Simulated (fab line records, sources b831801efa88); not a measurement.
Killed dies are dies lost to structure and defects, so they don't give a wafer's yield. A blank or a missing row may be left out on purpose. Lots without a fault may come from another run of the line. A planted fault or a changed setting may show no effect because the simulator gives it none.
One fault seen from 2 desks | flow sfq_line | each desk has only its own numbers; what lay behind them comes last

THE METROLOGY DESK
What the gauges read, lot by lot, whatever tool the lot ran on: means of the sampled wafers that have a number. A lot is out of limits, marked OUT, if its mean lies more than 4 standard deviations from the usual mean; the brackets give that distance.
Columns: A = M4_NB_RS at SFQ_M4_RS_MEAS_924, usual 0.894 ohm/sq; B = M4_OVL at SFQ_M4_OVL_MEAS_926, usual -1 nm
lot  | first seen here | A     | B
L460 | day 44 07:08    | 0.898 | 6
L470 | day 47 16:45    | 0.882 | -2
L471 | day 48 04:33    | 0.892 | 1
L472 | day 48 11:45    | 0.888 | -8
L478 | day 51 03:46    | 0.895 | 3
L480 | day 52 03:45    | 0.888 | -3
L481 | day 52 12:09    | 0.896 | 5
This desk's finding: nothing out of limits on any of the 7 lots.

THE TOOL OWNER'S DESK: rie_metal-03
The tool's own readings at SFQ_TRILAYER_M4_BARC_OPEN_METAL_ETCH_123 (etches BARC in O2, target depth 125 nm, time 41.7 s): means of the sampled wafers that have a number, for each lot that ran on this tool. A lot is out of limits, marked OUT, if its mean lies more than 4 standard deviations from the usual mean; the brackets give that distance.
Columns: A = drypump_motor_current_A at SFQ_TRILAYER_M4_BARC_OPEN_METAL_ETCH_123, usual 5.87 A; B = oes_product_au at SFQ_TRILAYER_M4_BARC_OPEN_METAL_ETCH_123, usual 0.685 a.u.
lot  | first seen here | A    | B
L470 | day 47 19:11    | 5.85 | 0.690
L471 | day 48 07:01    | 5.84 | 0.683
L472 | day 48 14:13    | 5.86 | 0.683
L480 | day 57 07:48    | 5.81 | 0.682
L481 | day 57 15:00    | 5.74 | 0.685
This desk's finding: nothing out of limits on any of the 5 lots.

PUT TOGETHER
The metrology desk saw nothing out of limits.
The tool owner's desk saw nothing out of limits.

WHAT THE SIMULATOR HAD PUT IN
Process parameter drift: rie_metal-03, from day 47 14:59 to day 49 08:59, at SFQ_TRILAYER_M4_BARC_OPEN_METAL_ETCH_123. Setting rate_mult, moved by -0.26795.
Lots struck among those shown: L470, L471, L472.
